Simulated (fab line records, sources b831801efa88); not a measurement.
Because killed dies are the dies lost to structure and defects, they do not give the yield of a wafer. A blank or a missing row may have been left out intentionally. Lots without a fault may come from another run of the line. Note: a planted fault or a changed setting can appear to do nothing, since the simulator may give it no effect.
Which tool did it? :: flow sky130 :: Sampling: 15 lots, 45 wafers, 2 of 708 route steps

== WHAT EACH GAUGE READ, for each wafer ==
SKY_LDD_P_TW_MEAS_11. Usual: for LDD_P_TW the level is 632 and the standard deviation is 6.4.
lot: L625
measured: day 18 09:53
on: filmMetro-03
LDD_P_TW: 633 634 630
flag: 

lot: L626
measured: day 18 19:11
on: filmMetro-04
LDD_P_TW: 639 636 639
flag: 

lot: L628
measured: day 19 19:34
on: filmMetro-03
LDD_P_TW: 628 630 631
flag: 

lot: L632
measured: day 21 08:56
on: filmMetro-02
LDD_P_TW: 30 30 30
flag: OFF

lot: L633
measured: day 21 22:40
on: filmMetro-04
LDD_P_TW: 30 30 30
flag: OFF

lot: L634
measured: day 23 12:00
on: filmMetro-03
LDD_P_TW: 30 30 30
flag: OFF

lot: L639
measured: day 24 07:32
on: filmMetro-04
LDD_P_TW: 640 643 641
flag: 

lot: L640
measured: day 24 19:00
on: filmMetro-02
LDD_P_TW: 623 622 622
flag: 

lot: L641
measured: day 25 04:47
on: filmMetro-03
LDD_P_TW: 633 631 632
flag: 

lot: L643
measured: day 25 22:24
on: filmMetro-03
LDD_P_TW: 630 629 629
flag: 

lot: L644
measured: day 25 23:31
on: filmMetro-02
LDD_P_TW: 627 629 627
flag: 

lot: L645
measured: day 26 09:23
on: filmMetro-02
LDD_P_TW: 624 623 626
flag: 

lot: L646
measured: day 26 21:02
on: filmMetro-04
LDD_P_TW: 640 636 641
flag: 

lot: L647
measured: day 26 21:21
on: filmMetro-02
LDD_P_TW: 624 624 624
flag: 

lot: L648
measured: day 27 00:47
on: filmMetro-03
LDD_P_TW: 632 630 631
flag: 

== WHAT TOOL EACH LOT RAN ON (gives the tool, then ch and the chambers of the sampled wafers, and finally the start) ==
lot: L625
SKY_LDD_P_IMPLANT_09: implanter-03 ch 0, day 18 09:41

lot: L626
SKY_LDD_P_IMPLANT_09: implanter-04 ch 0, day 18 18:58

lot: L628
SKY_LDD_P_IMPLANT_09: implanter-02 ch 0, day 19 19:20

lot: L632
SKY_LDD_P_IMPLANT_09: implanter-02, day 21 08:44

lot: L633
SKY_LDD_P_IMPLANT_09: implanter-03, day 21 22:26

lot: L634
SKY_LDD_P_IMPLANT_09: implanter-04, day 23 11:46

lot: L639
SKY_LDD_P_IMPLANT_09: implanter-03 ch 0, day 24 07:18

lot: L640
SKY_LDD_P_IMPLANT_09: implanter-03 ch 0, day 24 18:45

lot: L641
SKY_LDD_P_IMPLANT_09: implanter-03 ch 0, day 25 04:32

lot: L643
SKY_LDD_P_IMPLANT_09: implanter-04 ch 0, day 25 22:10

lot: L644
SKY_LDD_P_IMPLANT_09: implanter-03 ch 0, day 25 23:18

lot: L645
SKY_LDD_P_IMPLANT_09: implanter-03 ch 0, day 26 09:08

lot: L646
SKY_LDD_P_IMPLANT_09: implanter-04 ch 0, day 26 20:47

lot: L647
SKY_LDD_P_IMPLANT_09: implanter-02 ch 0, day 26 21:07

lot: L648
SKY_LDD_P_IMPLANT_09: implanter-02 ch 0, day 27 00:32
- SKY_LDD_P_IMPLANT_09

== WHAT THE TOOLS THEMSELVES READ (means of the sampled wafers that have a number; where no wafer has one, the mark that the record gives instead) ==
SKY_LDD_P_IMPLANT_09. Usual: beamEnergyKeV 25.002, standard deviation 0.008; beamOnS 9.99 s, standard deviation 0.2.
lot: L625
tool: implanter-03
beamEnergyKeV: 25.009
beamOnS (s): 9.92
flag: 

lot: L626
tool: implanter-04
beamEnergyKeV: 24.999
beamOnS (s): 10.05
flag: 

lot: L628
tool: implanter-02
beamEnergyKeV: 25.006
beamOnS (s): 10.05
flag: 

lot: L632
tool: implanter-02
beamEnergyKeV: -
beamOnS (s): -
flag: OFF

lot: L633
tool: implanter-03
beamEnergyKeV: -
beamOnS (s): -
flag: OFF

lot: L634
tool: implanter-04
beamEnergyKeV: -
beamOnS (s): -
flag: OFF

lot: L639
tool: implanter-03
beamEnergyKeV: 24.996
beamOnS (s): 9.96
flag: 

lot: L640
tool: implanter-03
beamEnergyKeV: 24.998
beamOnS (s): 9.92
flag: 

lot: L641
tool: implanter-03
beamEnergyKeV: 25.001
beamOnS (s): 10.04
flag: 

lot: L643
tool: implanter-04
beamEnergyKeV: 24.992
beamOnS (s): 10.00
flag: 

lot: L644
tool: implanter-03
beamEnergyKeV: 24.995
beamOnS (s): 10.12
flag: 

lot: L645
tool: implanter-03
beamEnergyKeV: 25.003
beamOnS (s): 10.06
flag: 

lot: L646
tool: implanter-04
beamEnergyKeV: 25.005
beamOnS (s): 9.94
flag: 

lot: L647
tool: implanter-02
beamEnergyKeV: 25.000
beamOnS (s): 9.90
flag: 

lot: L648
tool: implanter-02
beamEnergyKeV: 24.994
beamOnS (s): 10.03
flag: 

== THE ANSWER, worked out from the rows above alone ==
Rule: take the mean of a lot's wafers that have a number; if it is more than 3 standard deviations from the usual mean, the lot is off. A lot without any number at a reading at which 4 lots or more have one is off too. The other lots that the step has rows for count as sound. The gauges are gone through in route order, then the tools' own readings, and for those a lot's mean is taken as printed above. At the first step where some lot is off, the reading lying furthest off is the one used; lots without a number count as furthest.
Off: at SKY_LDD_P_TW_MEAS_11 (LDD_P_TW), L632, L633, L634.
A tool fits if, at a process step before that reading, it ran every lot that is off, and no sound lot after the first of them. Not tried: the gauges at SKY_LDD_P_TW_MEAS_11; whatever is off there is also off at SKY_LDD_P_IMPLANT_09, on other tools, and gauge error can't account for it. None of those tried fits.

== WHAT WAS PUT IN BY THE SIMULATOR ==
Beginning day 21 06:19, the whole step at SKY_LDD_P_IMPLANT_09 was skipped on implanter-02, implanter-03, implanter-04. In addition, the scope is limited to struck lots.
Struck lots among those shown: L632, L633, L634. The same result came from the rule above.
